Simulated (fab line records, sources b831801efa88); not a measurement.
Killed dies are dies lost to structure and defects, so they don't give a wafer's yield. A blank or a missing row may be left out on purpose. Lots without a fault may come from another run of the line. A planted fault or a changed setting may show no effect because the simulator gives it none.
A struck lot beside a sound one | flow sky130 | 15 steps out of a route of 708
Sound: wafers L897.1, L897.5, L897.6. Struck: wafers L915.3, L915.4, L915.5. The cause comes at the end.
At each step with rows: each side's tool, then ch and its chambers, then its first start. Under that, the readings that differ: sound wafers | struck wafers | difference of the means | sigmas: that difference in standard deviations of wafers without a fault.
alike: readings whose means differ by less than 2 such deviations, and words and numbers that are the same on both sides. not compared: withheld readings, readings that some wafer has no value for, bounds like >300 that may hide the same value, and numbers for which the record gives no deviation and whose values overlap.
The two part at a step that has a row with sigmas, a row that says differs or no value, or rows on one side only. Numbers that don't overlap but have no deviation are shown without sigmas and don't part them. A reading that every wafer of one side lacks parts them only if that side has two wafers or more.

first, 6 steps without rows for these wafers: SKY_METAL4_COAT_07 (resist thk 60 nm); SKY_METAL4_COAT_08 (resist thk 1140 nm); SKY_METAL4_SOFTBAKE_09 (time 90 s); SKY_METAL4_EXPOSE_10 (exposes mask MM4, target cd 300 nm); SKY_METAL4_PEB_11; SKY_METAL4_DEVELOP_12 (develop time 60 s).
SKY_METAL4_CD_MEAS_13: target cd 300 nm.
  sound on cd_sem-02, day 41 23:40; struck on cd_sem-01, day 47 12:54
  alike: cd_nm
SKY_METAL4_OVL_MEAS_14:
  sound on overlay-02, day 41 23:47; struck on overlay-02, day 47 12:59
  alike: METAL4_OVL
SKY_METAL4_DESCUM_15: chemistry O2, time 8 s.
  sound on rie_metal-03 ch 0,1, day 41 23:50; struck on rie_metal-02 ch 0,1, day 47 13:02
  reading                     | sound       | struck      | difference | sigmas
  drypump_motor_current_A (A) | 4.9 5.0 5.1 | 6.3 5.9 6.3 | +1.2       | +2
  alike: he_backside_leak_sccm, oes_product_au, rf_fwd_power_W
  not compared: rf_hours_counter_h
SKY_METAL4_ETCH_16: etches BARC in N2/H2, stops on SiO2, time 88.2 s, target depth 60 nm.
  sound on rie_metal-03 ch 0,1, day 41 23:52; struck on rie_metal-02 ch 0,1, day 47 13:06
  reading                     | sound       | struck      | difference | sigmas
  drypump_motor_current_A (A) | 5.0 5.0 5.1 | 6.3 5.9 6.3 | +1.1       | +2
  alike: he_backside_leak_sccm, oes_product_au, rf_fwd_power_W, throttle_valve_pct
  not compared: rf_hours_counter_h
SKY_METAL4_ETCH_17: etches SiO2 in C4F8/O2/Ar, stops on TiN, time 3.9 s, target depth 15 nm.
  sound on rie_diel-03 ch 0,1,3, day 41 23:58; struck on rie_diel-04 ch 1,2,3, day 47 13:11
  alike: oes_product_au, rf_fwd_power_W
  not compared: rf_hours_counter_h
SKY_METAL4_METAL_ETCH_18: etches the open film in Cl2/BCl3, stops on SiO2, target depth 845 nm, time 183.1 s.
  sound on rie_metal-01 ch 0, day 41 23:58; struck on rie_metal-01 ch 0,1, day 47 13:16
  alike: drypump_motor_current_A, he_backside_leak_sccm, oes_product_au, rf_fwd_power_W, throttle_valve_pct
  not compared: rf_hours_counter_h
SKY_METAL4_STRIP_19: strips in O2/N2.
  sound on plasma_asher-02 ch 0,1, day 42 00:22; struck on plasma_asher-02 ch 0,1, day 47 13:25
  reading          | sound       | struck      | difference | sigmas
  overash_fraction | 0.5 0.5 0.5 | 0.3 0.3 0.3 | -0.2       |
  alike: drypump_motor_current_A, oes_product_au, strip_time_to_endpoint_s
  not compared: rf_hours_counter_h
then, 1 step without rows for these wafers: SKY_METAL4_STRIP_20 (strips in post etch residue remover, time 1200 s).
-- the record jumps here: 3 days lie between the struck wafers' starts before and after (it left off in module METAL4 and takes up again in module PAD_OPEN, whose first step shown is number 708 of the route) --
SKY_PAD_OPEN_PROBE_99:
  sound on prober-01, day 45 23:56; struck on prober-01, day 50 17:34
  alike: defect_limited_yield, killed_at_M0_to_M3, killed_at_M4_up, killed_at_contacts, killed_at_front_end, killed_at_other, killed_dies, killed_open, killed_short, sort_bin_3_pad_short, sort_bin_5_function, sort_bin_6_memory, sort_n_pass, sort_yield_pct

WHERE THEY PART
First at SKY_METAL4_DESCUM_15; last, within this record, at SKY_METAL4_ETCH_16. Later steps at which nothing parts them and some readings are alike: SKY_METAL4_ETCH_17, SKY_METAL4_METAL_ETCH_18, SKY_METAL4_STRIP_19, SKY_PAD_OPEN_PROBE_99.

WHY: what the simulator had put in
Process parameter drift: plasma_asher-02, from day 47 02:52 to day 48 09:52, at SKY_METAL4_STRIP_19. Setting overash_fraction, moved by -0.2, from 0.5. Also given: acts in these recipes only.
